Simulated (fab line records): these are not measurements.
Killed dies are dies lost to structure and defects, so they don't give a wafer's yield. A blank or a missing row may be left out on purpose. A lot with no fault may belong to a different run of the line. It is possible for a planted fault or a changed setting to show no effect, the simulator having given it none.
The tool behind it: which one? -- flow sky130 -- 6 lots, 18 wafers sampled, at 3 steps of a route of 708

## WHAT THE GAUGES READ, wafer by wafer
SKY_LDD_P_CD_MEAS_07 targets a cd of 380 nm.
lot,measured,on,cd nm (nm)
L719,day 20 12:54,cd sem-01,382.7 381.1 381.8
L721,day 21 11:07,cd sem-02,383.3 380.6 380.9
L723,day 21 22:47,cd sem-01,384.0 380.6 379.5
L725,day 23 07:20,cd sem-02,379.9 378.2 380.2
L730,day 24 18:00,cd sem-01,371.7 372.0 373.2
L736,day 26 19:07,cd sem-02,381.8 384.3 381.3

## WHICH TOOL RAN EACH LOT (tool, then ch and the chambers of the sampled wafers, then the start)
lot,SKY_POLY_GATE_STRIP_18,SKY_LDD_P_DEVELOP_06
L719,"plasma asher-03 ch 0,1, day 17 20:19","litho track-01 ch 0, day 20 12:46"
L721,"plasma asher-04 ch 1, day 18 18:11","litho track-02 ch 0, day 21 10:58"
L723,"plasma asher-04 ch 0,1, day 19 06:07","litho track-04 ch 0, day 21 22:38"
L725,"plasma asher-04 ch 0,1, day 20 15:58","litho track-01 ch 0, day 23 07:11"
L730,"plasma asher-04 ch 0,1, day 22 03:46","litho track-01 ch 0, day 24 17:52"
L736,"plasma asher-02 ch 0,1, day 24 04:58","litho track-02 ch 0, day 26 18:58"
- SKY_POLY_GATE_STRIP_18: strips in O2/N2.
- SKY_LDD_P_DEVELOP_06: develop time 60 s.

## THE ANSWER, worked out from the rows above alone
Rule: the usual values come from the lots themselves. The widest of any qualifying gaps counts: lots, ordered by their means at a reading, are off when they make up no more than a third of the lots, leave a main group of 4 or more, and stand apart from it by 3 or more times the standard deviation of that group's means. Not used: any main group whose means are identical at the precision the tables above print for the reading. A lot without any number at a reading at which 4 lots or more have one is off too. Any other lot the step has rows for is counted as sound.
Off, at SKY_LDD_P_CD_MEAS_07 on cd nm: L730. Main group: mean 381.3 nm, sd 1.
A tool fits if, at a process step before that reading, it ran every lot that is off, and no sound lot after the first of them. The gauges at SKY_LDD_P_CD_MEAS_07 are tried like those tools. Can't be told from this: 3 tools fit, plasma asher-04 at SKY_POLY_GATE_STRIP_18, litho track-01 at SKY_LDD_P_DEVELOP_06, cd sem-01 at SKY_LDD_P_CD_MEAS_07.

## WHAT THE SIMULATOR PUT IN
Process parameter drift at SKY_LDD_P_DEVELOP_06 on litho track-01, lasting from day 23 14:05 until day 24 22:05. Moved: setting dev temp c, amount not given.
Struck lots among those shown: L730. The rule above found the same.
